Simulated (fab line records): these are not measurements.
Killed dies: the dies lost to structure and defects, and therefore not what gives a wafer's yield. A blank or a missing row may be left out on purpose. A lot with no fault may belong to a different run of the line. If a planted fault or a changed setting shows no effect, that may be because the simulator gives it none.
Struck lot and sound lot, side by side    flow sky130    31 out of 708 route steps
Sound: wafers L988.1, L988.3, L988.4. Struck: wafer L998.2 (L998.1, L998.3, from the same lot, were not struck and are left out); the cause is given at the end.
At each step with rows: each side's tool, then ch and its chambers, then its first start. Under that, the readings that differ: sound wafers    struck wafers    difference of the means    sigmas: that difference in standard deviations of wafers without a fault.
alike: readings whose means differ by less than 2 such deviations, and words and numbers that are the same on both sides. not compared: withheld readings, readings that some wafer has no value for, bounds like >300 that may hide the same value, and numbers for which the record gives no deviation and whose values overlap.
Wherever a step has rows on one side only, a row that says differs or no value, or a row with sigmas, the two part there. When numbers do not overlap yet have no deviation, they are printed without sigmas and do not part them. A reading missing from all wafers of one side parts the sides only when that side holds two or more wafers.

SKY_LI_CONTACT_OVL_MEAS_13:
  sound: overlay-02 at day 31 07:44; struck: overlay-01 at day 34 13:32
  alike: LI_CONTACT_OVL
then, 1 step without rows for these wafers: SKY_LI_CONTACT_ETCH_14 (etches BARC in N2/H2, stops on SiO2, time 45.9 s, target depth 60 nm).
SKY_LI_CONTACT_ETCH_15: etches PSG in C4F8/O2/Ar, stops on Si, target depth 600 nm.
  sound on rie diel-01 ch 1,2,3, day 31 07:49; struck on rie diel-01 ch 3, day 34 13:37
  alike: oes product au
SKY_LI_CONTACT_STRIP_16: strips in O2/N2.
  sound on plasma asher-04 ch 0,1, day 31 07:55; struck on plasma asher-04 ch 1, day 34 13:43
reading                sound              struck  difference  sigmas
oes product au (a.u.)  0.369 0.368 0.368  0.381   +0.013      +3
  alike: drypump motor current A, strip time to endpoint s
  not compared: rf hours counter h
then, 3 steps without rows for these wafers: SKY_LI_CONTACT_CLEAN_17 (cleans in NMP, time 600 s); SKY_LI_CONTACT_PRE_CLEAN_18 (time 5.6 s); SKY_LI_CONTACT_SPUTTER_19 (material Ti, target thk 20 nm, time 106.37 s).
SKY_LI_CONTACT_SPUTTER_20: material TiN, target thk 20 nm, time 80 s.
  sound: pvd sputter-01 at day 31 08:17; struck: pvd sputter-01 at day 34 14:05
  alike: throttle valve pct
SKY_LI_CONTACT_CVD_21: deposits W, target thk 400 nm, time 120.56 s.
  sound on cvd w-01 ch 0,1, day 31 08:20; struck on cvd w-01 ch 1, day 34 14:08
  alike: heater power w
SKY_LI_CONTACT_RS_MEAS_22: a four-point-probe measurement.
  sound: film metro-01 at day 31 08:28; struck: film metro-02 at day 34 14:16
  alike: LI_CONTACT_W_RS
SKY_LI_CONTACT_THK_MEAS_23: measures by xrf.
  sound: film metro-01 at day 31 08:35; struck: film metro-02 at day 34 14:23
reading                sound        struck  difference  sigmas
LI_CONTACT_W_THK (nm)  397 397 395  416     +20         +2
SKY_LI_CONTACT_CMP_24: polishes, stops on PSG, t overpolish 20 s, target thk 0 nm.
  sound on cmp-01 ch 0,2,3, day 31 10:45; struck on cmp-02 ch 1, day 34 14:26
  alike: motor current A, overpolish run s, time to endpoint s
SKY_LOCAL_INTERCONNECT_SPUTTER_00: material TiN, target thk 100 nm, time 83.3 s.
  sound: pvd sputter-03 at day 31 11:03; struck: pvd sputter-02 at day 34 14:44
reading                                                 sound           struck  difference  sigmas
model.TiN_of_LOCAL_INTERCONNECT_SPUTTER_00.thk nm (nm)  98 98.57 99.91  96.74   -2.09       
  alike: throttle valve pct
SKY_LOCAL_INTERCONNECT_RS_MEAS_01: a four-point-probe measurement.
  sound: film metro-02 at day 31 11:07; struck: film metro-01 at day 34 14:49
reading                             sound              struck  difference  sigmas
LOCAL_INTERCONNECT_TIN_RS (ohm/sq)  14.43 14.32 14.15  14.66   +0.36       +2
SKY_LOCAL_INTERCONNECT_THK_MEAS_02: measures by xrf.
  sound: film metro-02 at day 31 11:14; struck: film metro-01 at day 34 14:56
  alike: LOCAL_INTERCONNECT_TIN_THK
then, 8 steps without rows for these wafers: SKY_LOCAL_INTERCONNECT_DEHYDRATE_03 (time 60 s); SKY_LOCAL_INTERCONNECT_HMDS_04 (prime time 60 s); SKY_LOCAL_INTERCONNECT_COAT_05 (resist thk 60 nm); SKY_LOCAL_INTERCONNECT_COAT_06 (resist thk 450 nm); SKY_LOCAL_INTERCONNECT_SOFTBAKE_07 (time 90 s); SKY_LOCAL_INTERCONNECT_EXPOSE_08 (exposes mask LI1M, target cd 170 nm); SKY_LOCAL_INTERCONNECT_PEB_09; SKY_LOCAL_INTERCONNECT_DEVELOP_10 (develop time 60 s).
SKY_LOCAL_INTERCONNECT_CD_MEAS_11: target cd 170 nm.
  sound: cd sem-02 at day 32 15:19; struck: cd sem-02 at day 35 18:11
  alike: cd nm
SKY_LOCAL_INTERCONNECT_OVL_MEAS_12:
  sound: overlay-01 at day 32 15:26; struck: overlay-02 at day 35 18:18
reading                      sound      struck  difference  sigmas
LOCAL_INTERCONNECT_OVL (nm)  -10 -7 -2  5       +11         +2
then, 1 step without rows for these wafers: SKY_LOCAL_INTERCONNECT_ETCH_13 (etches BARC in N2/H2, stops on SiO2, time 45.9 s, target depth 60 nm).
SKY_LOCAL_INTERCONNECT_METAL_ETCH_14: etches TiN in Cl2/BCl3, stops on PSG, target depth 110 nm, time 31.4 s.
  sound on rie metal-01 ch 0,1, day 32 15:32; struck on rie metal-04 ch 0, day 35 18:24
reading                                         sound           struck  difference  sigmas
model.LOCAL_INTERCONNECT.feature depth nm (nm)  98 98.57 99.91  96.74   -2.09       
model.etch.depth nm (nm)                        98 98.57 99.91  96.74   -2.09       
  alike: drypump motor current A, oes product au, throttle valve pct
  not compared: rf hours counter h
then, 1 step without rows for these wafers: SKY_LOCAL_INTERCONNECT_STRIP_15 (strips in O2/N2).
SKY_LOCAL_INTERCONNECT_STRIP_16: strips in post etch residue remover, time 1200 s.
  sound on wet bench-01 ch 2, day 32 15:41; struck on wet bench-04 ch 1, day 35 18:33
reading                                                 sound              struck  difference  sigmas
model.TiN_of_LOCAL_INTERCONNECT_SPUTTER_00.thk nm (nm)  97.57 98.14 99.48  96.31   -2.09       
then, 1 step without rows for these wafers: SKY_LOCAL_INTERCONNECT_CLEAN_17 (cleans in IPA, time 180 s).
-- here the record skips 14 days between the struck wafers' starts before and after, leaving off in module LOCAL_INTERCONNECT and picking up in module PAD_OPEN (first step shown: number 708 of the route) --
SKY_PAD_OPEN_PROBE_99:
  sound: prober-02 at day 47 11:33; struck: prober-01 at day 49 19:41
reading                       sound             struck  difference  sigmas
model.etest.res li.rs ohm sq  12.99 12.86 12.7  13.13   +0.28       
  alike: killed_at_M0_to_M3, killed_at_M4_up, killed at contacts, killed at front end, killed at other, killed dies, killed open, killed short
  not compared: model.etest.res li.line ohm um

## WHERE THEY PART
Last at SKY_LOCAL_INTERCONNECT_OVL_MEAS_12 as far as this record goes, first at SKY_LI_CONTACT_STRIP_16. Later steps at which nothing parts them and some readings are alike: SKY_LOCAL_INTERCONNECT_METAL_ETCH_14, SKY_PAD_OPEN_PROBE_99.

WHY: the cause the simulator had injected
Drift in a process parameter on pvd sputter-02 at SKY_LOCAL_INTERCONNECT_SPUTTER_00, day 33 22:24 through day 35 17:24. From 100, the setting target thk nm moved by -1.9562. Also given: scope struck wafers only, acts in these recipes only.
